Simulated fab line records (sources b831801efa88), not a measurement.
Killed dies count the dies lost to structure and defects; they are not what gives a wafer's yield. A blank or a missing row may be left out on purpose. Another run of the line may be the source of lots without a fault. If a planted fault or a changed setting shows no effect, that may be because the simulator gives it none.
Comparing a struck lot with a sound one + flow sfqLine + 42 out of 325 route steps
Sound: wafers L877.3, L877.5, L877.6. Struck: wafer L885.4 (left out: L885.1, L885.5 of the same lot, which were not struck); the cause appears at the end.
At each step with rows: each side's tool, then ch and its chambers, then its first start. Under that, the readings that differ: sound wafers + struck wafers + difference of the means + sigmas: that difference in standard deviations of wafers without a fault.
alike: readings with means less than 2 such deviations apart, plus words and numbers identical on both sides. not compared: withheld readings, readings lacking a value on some wafer, bounds such as >300 that could conceal the same value, and numbers that have no deviation in the record and whose values overlap.
The two part at a step that has a row with sigmas, a row that says differs or no value, or rows on one side only. Numbers that have no deviation but don't overlap get no sigmas and don't part them. A reading that every wafer of one side lacks parts them only if that side has two wafers or more.

first, 6 steps without rows for these wafers: SFQ_TRILAYER_I4_VIA_LITHO_COAT_108 (resist thk 62 nm); SFQ_TRILAYER_I4_VIA_LITHO_COAT_103 (resist thk 650 nm); SFQ_TRILAYER_I4_VIA_LITHO_SOFTBAKE_107; SFQ_TRILAYER_I4_VIA_LITHO_EXPOSE_104 (exposes mask I4, target cd 700 nm); SFQ_TRILAYER_I4_VIA_LITHO_PEB_106 (peb time 60 s); SFQ_TRILAYER_I4_VIA_LITHO_DEVELOP_105 (time 60 s).
SFQ_I4_OVL_MEAS_928:
  struck on overlay-02, day 55 11:05; sound on overlay-02, day 51 12:55
  alike: I4_OVL
SFQ_TRILAYER_I4_VIA_BARC_OPEN_VIA_ETCH_146: etches BARC in O2, target depth 125 nm, time 41.7 s.
  sound on rieDiel-01 ch 2,3, day 51 12:56; struck on rieDiel-02 ch 3, day 55 11:07
  alike: drypumpMotorCurrentA, oesProductAu
  not compared: rfHoursCounterH
SFQ_TRILAYER_I4_VIA_ETCH_VIA_ETCH_106: etches SiO2 in CHF3, stops on Nb, target depth 260 nm.
  sound on rieDiel-01 ch 2,3, day 51 12:59; struck on rieDiel-02 ch 3, day 55 11:09
  alike: drypumpMotorCurrentA, oesProductAu
SFQ_TRILAYER_I4_VIA_STRIP_STRIP_107: strips in O2.
  sound on rieMetal-02 ch 0,1, day 51 13:17; struck on rieMetal-01 ch 0, day 55 11:16
  alike: drypumpMotorCurrentA, oesProductAu
  not compared: rfHoursCounterH
then, 2 steps without rows for these wafers: SFQ_TRILAYER_I4_VIA_STRIP_SOLV_CLEAN_108 (cleans in NMP, time 600 s); SFQ_TRILAYER_JJ_TRILAYER_DEP_PRE_CLEAN_113 (time 22.5 s).
SFQ_TRILAYER_JJ_TRILAYER_DEP_SPUTTER_109: material Nb, target thk 150 nm, time 100 s.
  struck on pvdSputter-04, day 55 12:04; sound on pvdSputter-03, day 51 13:54
| reading                                                     | sound             | struck | difference | sigmas |
|-------------------------------------------------------------|-------------------|--------|------------|--------|
| model.Nb_of_TRILAYER_JJ_TRILAYER_DEP_SPUTTER_109.thkNm (nm) | 151.7 151.4 153.1 | 170    | +18        |        |
  alike: throttleValvePct
SFQ_TRILAYER_JJ_TRILAYER_DEP_SPUTTER_110: material Al, target thk 8 nm, time 10 s.
  struck on pvdSputter-04, day 55 12:08; sound on pvdSputter-03, day 51 13:58
  alike: throttleValvePct
then, 2 steps without rows for these wafers: SFQ_TRILAYER_JJ_TRILAYER_DEP_AL_OXIDATION_111 (oxidation time 600 s); SFQ_TRILAYER_JJ_TRILAYER_DEP_SPUTTER_112 (material Nb, target thk 170 nm, time 113.3 s).
SFQ_JJ_RS_MEAS_929: a four-point-probe measurement.
  struck on filmMetro-03, day 55 13:14; sound on filmMetro-03, day 51 15:07
  alike: JJ_NB_RS
then, 6 steps without rows for these wafers: SFQ_TRILAYER_JJ_CE_LITHO_COAT_119 (resist thk 62 nm); SFQ_TRILAYER_JJ_CE_LITHO_COAT_114 (resist thk 600 nm); SFQ_TRILAYER_JJ_CE_LITHO_SOFTBAKE_118; SFQ_TRILAYER_JJ_CE_LITHO_EXPOSE_115 (exposes mask J5, target cd 700 nm); SFQ_TRILAYER_JJ_CE_LITHO_PEB_117 (peb time 60 s); SFQ_TRILAYER_JJ_CE_LITHO_DEVELOP_116 (time 60 s).
SFQ_JJ_OVL_MEAS_931:
  struck on overlay-01, day 55 15:58; sound on overlay-01, day 51 22:49
  alike: J5_OVL
SFQ_TRILAYER_JJ_CE_METRO_MEASURE_117:
  struck on cdSem-01, day 55 15:59; sound on cdSem-02, day 51 23:14
  alike: cdNm
then, 11 steps without rows for these wafers: SFQ_TRILAYER_JJ_CE_BARC_OPEN_RIE_150 (chemistry O2, target BARC, target depth 240 nm, time 80 s); SFQ_TRILAYER_JJ_CE_ETCH_RIE_118 (chemistry SF6, target Nb, stops on Al2O3, time 97.7 s, target depth 170 nm); SFQ_TRILAYER_JJ_ANODIZE_ANODIZE_119; SFQ_TRILAYER_JJ_CE_STRIP_STRIP_120 (strips in O2); SFQ_TRILAYER_JJ_CE_STRIP_SOLV_CLEAN_121 (cleans in NMP, time 600 s); SFQ_TRILAYER_M5_LITHO_COAT_128 (resist thk 62 nm); SFQ_TRILAYER_M5_LITHO_COAT_123 (resist thk 600 nm); SFQ_TRILAYER_M5_LITHO_SOFTBAKE_127; SFQ_TRILAYER_M5_LITHO_EXPOSE_124 (exposes mask M5, target cd 700 nm); SFQ_TRILAYER_M5_LITHO_PEB_126 (peb time 60 s); SFQ_TRILAYER_M5_LITHO_DEVELOP_125 (time 60 s).
SFQ_M5_OVL_MEAS_932:
  struck on overlay-01, day 55 20:55; sound on overlay-01, day 52 08:25
  alike: M5_OVL
then, 1 step without rows for these wafers: SFQ_TRILAYER_M5_BARC_OPEN_METAL_ETCH_161 (etches BARC in O2, target depth 125 nm, time 41.7 s).
SFQ_TRILAYER_M5_ETCH_METAL_ETCH_126: etches Nb in Cl2/BCl3, stops on SiO2, time 203.2 s, target depth 265 nm.
  sound on rieMetal-03 ch 0,1, day 52 08:34; struck on rieMetal-02 ch 1, day 55 21:01
| reading                      | sound             | struck | difference | sigmas |
|------------------------------|-------------------|--------|------------|--------|
| drypumpMotorCurrentA (A)     | 6.06 6.08 5.99    | 5.44   | -0.60      | -2     |
| oesProductAu (a.u.)          | 0.734 0.729 0.734 | 0.774  | +0.042     | +8     |
| model.etch.depthNm (nm)      | 151.7 151.4 153.1 | 170    | +18        |        |
| model.M5.featureDepthNm (nm) | 164.3 163.8 165.4 | 182.4  | +17.9      |        |
  not compared: rfHoursCounterH
then, 2 steps without rows for these wafers: SFQ_TRILAYER_M5_STRIP_STRIP_127 (strips in O2); SFQ_TRILAYER_M5_STRIP_SOLV_CLEAN_128 (cleans in NMP, time 600 s).
-- the record jumps here: 33 days lie between the struck wafers' starts before and after --
SFQ_M8_BOW_MEAS_951:
  struck on filmMetro-02, day 88 23:47; sound on filmMetro-03, day 87 06:33
| reading                | sound             | struck | difference | sigmas |
|------------------------|-------------------|--------|------------|--------|
| model.etest.m5.ohmUm   | 1.683 1.681 1.665 | 1.495  | -0.181     |        |
| model.etest.i4.linkOhm | 2.149 2.156 2.135 | 2.023  | -0.124     |        |
| model.etest.i5.linkOhm | 2.268 2.274 2.253 | 2.126  | -0.139     |        |
| model.etest.m5.ohmSq   | 1.175 1.178 1.165 | 1.049  | -0.124     |        |
  alike: M8_BOW

WHERE THEY PART
Only at SFQ_TRILAYER_M5_ETCH_METAL_ETCH_126, as far as this record shows. Later steps at which nothing parts them and some readings are alike: SFQ_M8_BOW_MEAS_951.

WHY: whatever the simulator had introduced
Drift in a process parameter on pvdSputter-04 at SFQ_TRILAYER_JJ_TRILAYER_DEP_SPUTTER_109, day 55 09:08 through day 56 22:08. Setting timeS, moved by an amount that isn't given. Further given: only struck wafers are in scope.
